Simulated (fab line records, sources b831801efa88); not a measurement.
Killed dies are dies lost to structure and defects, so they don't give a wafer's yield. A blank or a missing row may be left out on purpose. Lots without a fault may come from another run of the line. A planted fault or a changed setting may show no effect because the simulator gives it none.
Split-lot experiment | flow gf180mcu | 5 lots, 23 wafers read, on a route of 602 steps

THE SPLIT
At GF_CONTACT_CMP_04 (polishes SiO2), the setting leave_above_ref_nm was moved away from the recipe's 560 nm on 8 of the 23 wafers read, by -5.7% to +2.2%. The other wafers ran this setting at the recipe's value.

FROM THE SPLIT TO THE READING: what the file shows between them, 3 steps
- GF_CONTACT_COAT_09: resist thk 1000 nm (also split here: resist_thk_nm)
- GF_CONTACT_DEVELOP_13: develop time 60 s (also split here: develop_time_s)
- GF_CONTACT_ETCH_16: etches BARC in N2/H2

THE READING
CONTACT.feature_depth_nm (the simulator's own value, which no gauge read), in nm, at GF_CONTACT_ETCH_17 (etches SiO2 in C4F8/O2/Ar, stops on CoSi2, target depth 860 nm). The file gives no usual value for it. The 15 wafers here that ran the recipe average 856.8 nm, standard deviation 3.6 nm.

wafer  | tool, chamber at the split | leave_above_ref_nm as run, nm | against the recipe | CONTACT.feature_depth_nm, nm | against lot-mates on the recipe
L076.3 | cmp-02, 3                  | 560                           | recipe             | 848.4                        | -
L076.4 | cmp-02, 0                  | 560                           | recipe             | 851.6                        | -
L076.5 | cmp-02, 2                  | 560                           | recipe             | 855.2                        | -
L078.1 | cmp-01, 3                  | 546.6                         | -2.4%              | 838.6                        | -16.3
L078.2 | cmp-01, 2                  | 546.6                         | -2.4%              | 843.9                        | -11.0
L078.4 | cmp-01, 0                  | 546.6                         | -2.4%              | 844.7                        | -10.2
L078.5 | cmp-01, 0                  | 560                           | recipe             | 854.4                        | -
L078.6 | cmp-01, 1                  | 560                           | recipe             | 855.4                        | -
L079.1 | cmp-01, 0                  | 560                           | recipe             | 859                          | -
L079.2 | cmp-01, 1                  | 528                           | -5.7%              | 826.3                        | -30.0
L079.3 | cmp-01, 3                  | 560                           | recipe             | 854.7                        | -
L079.5 | cmp-01, 0                  | 560                           | recipe             | 855.3                        | -
L079.6 | cmp-01, 1                  | 528                           | -5.7%              | 825.7                        | -30.6
L082.1 | cmp-02, 0                  | 560                           | recipe             | 858.5                        | -
L082.2 | cmp-02, 2                  | 572.6                         | +2.2%              | 870.9                        | +11.1
L082.3 | cmp-02, 3                  | 572.6                         | +2.2%              | 873.2                        | +13.5
L082.5 | cmp-02, 1                  | 572.6                         | +2.2%              | 871.4                        | +11.6
L082.6 | cmp-02, 2                  | 560                           | recipe             | 861                          | -
L083.1 | cmp-02, 0                  | 560                           | recipe             | 858.3                        | -
L083.2 | cmp-02, 1                  | 560                           | recipe             | 861.5                        | -
L083.3 | cmp-02, 2,1                | 560                           | recipe             | 858                          | -
L083.4 | cmp-02, 3                  | 560                           | recipe             | 858.5                        | -
L083.5 | cmp-02, 2,1                | 560                           | recipe             | 862.2                        | -
Where a row lists several chambers, the file gives one row for several wafers and doesn't say which wafer went through which chamber.

THE FIT
A straight line over all 23 wafers: CONTACT.feature_depth_nm changes by +5.75 nm for each +1% of leave_above_ref_nm; r = +0.96; the points scatter about the line by 3.4 nm.
The same after taking each lot's own level away (the mean of its wafers on the recipe; 23 wafers): +5.31 nm for each +1%; r = +0.99; scatter 1.9 nm.
On that fit, the largest move of leave_above_ref_nm shifts the reading by 30 nm.
The lots' own levels span 851.73 to 859.75 nm, that is 2.2 times the standard deviation above.
So the lot-to-lot level changes the slope little: the two slopes agree.
Check: with one of the wafers moved furthest among these (-5.7%) left out of the fit, the line predicts -30.4 nm for it against its lot-mates. It came out at -30 nm against them.

OTHER SPLITS ON THESE WAFERS
These wafers also went through other splits before the reading. Each is held against what the fit with the lots' levels taken away leaves over:
other split on the same wafers       | wafers away from the commonest value | r with CONTACT.feature_depth_nm (lot level and that fit taken away)
GF_SAB_CVD_00 rf_w                   | 9                                    | +0.10
GF_CONTACT_COAT_09 resist_thk_nm     | 9                                    | -0.04
GF_CONTACT_DEVELOP_13 develop_time_s | 3                                    | +0.06

THE WHOLE CHAIN: every reading that the file lists as answering this split, in the file's order
step               | what it does                                                   | reading                                                                        | change (the file's fit)              | r (the file's)
GF_CONTACT_CMP_04  | polishes SiO2                                                  | SiO2_of_CONTACT_CVD_02.thk_nm (the simulator's own value, which no gauge read) | +5.71 nm for each +1% of the setting | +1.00
GF_CONTACT_ETCH_17 | etches SiO2 in C4F8/O2/Ar, stops on CoSi2, target depth 860 nm | CONTACT.feature_depth_nm (the simulator's own value, which no gauge read)      | +5.3 nm for each +1% of the setting  | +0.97

THE FILE'S OWN FIT
CONTACT.feature_depth_nm changes by +5.3 nm for each +1% of leave_above_ref_nm, r = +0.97.
